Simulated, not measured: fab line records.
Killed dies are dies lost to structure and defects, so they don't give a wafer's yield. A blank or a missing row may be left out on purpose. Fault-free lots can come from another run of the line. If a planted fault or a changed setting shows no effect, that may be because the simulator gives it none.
One fault seen from 2 desks -- flow gf180mcu -- each desk has only its own numbers; what lay behind them comes last

TOOL OWNER'S DESK, lpcvd-01
The tool's own readings at GF_STI_CVD_03 (deposits Si3N4 from DCS/NH3, target thk 207.16 nm, time 3551 s): means of the sampled wafers that have a number, for each lot that ran on this tool. The brackets show how far a lot's mean lies from the usual mean; more than 4 standard deviations puts the lot out of limits, marked OUT.
Columns: A = spikeTcCentreC at GF_STI_CVD_03, usual 770.0 C
lot,first seen here,A
L554,day 1 21:34,770.6
L556,day 2 08:26,770.7
L557,day 2 13:23,771.1
L560,day 3 04:39,784.6 (+9.1) OUT
L563,day 3 19:07,784.0 (+8.7) OUT
Finding of this desk: L560, L563 out of limits; the first was L560 at day 3 04:39, on spikeTcCentreC at GF_STI_CVD_03. L554, L556, L557 stayed within limits.

FROM THE METROLOGY DESK
Means of the sampled wafers that have a number, per lot and without regard to the tool the lot ran on: this is what the gauges read. The brackets show how far a lot's mean lies from the usual mean; more than 4 standard deviations puts the lot out of limits, marked OUT.
Columns: A = STI_CVD_03_THK at GF_STI_THK_MEAS_04, usual 206.0 nm
lot,first seen here,A
L553,day 1 18:41,206.6
L554,day 2 00:33,208.3
L556,day 2 10:26,206.8
L557,day 2 15:22,207.8
L560,day 3 06:40,217.7 (+6.9) OUT
L563,day 3 21:07,213.6 (+4.5) OUT
L564,day 4 01:35,206.0
L567,day 4 16:35,204.3
L568,day 4 22:14,204.0
L569,day 5 02:35,206.5
L571,day 5 12:55,206.6
L575,day 6 09:05,207.6
This desk's finding: out of limits on L560, L563; first on L560, day 3 06:40 (STI_CVD_03_THK at GF_STI_THK_MEAS_04). L553, L554, L556, L557, L564, L567, L568, L569, L571, L575 stayed within limits.

PUT TOGETHER
The tool owner's desk could have raised an alarm at day 3 04:39, on L560, L563.
The metrology desk could have raised an alarm at day 3 06:40, on L560, L563.
Every lot named ran GF_STI_CVD_03 on lpcvd-01.

WHAT THE SIMULATOR HAD INSERTED
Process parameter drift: lpcvd-01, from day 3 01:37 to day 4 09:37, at GF_STI_CVD_03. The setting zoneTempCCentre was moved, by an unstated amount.
Lots struck among those shown: L560, L563.
Counting hours from when the fault started, the first reading out of limits came at 3 for the tool owner's desk and at 5 for the metrology desk.
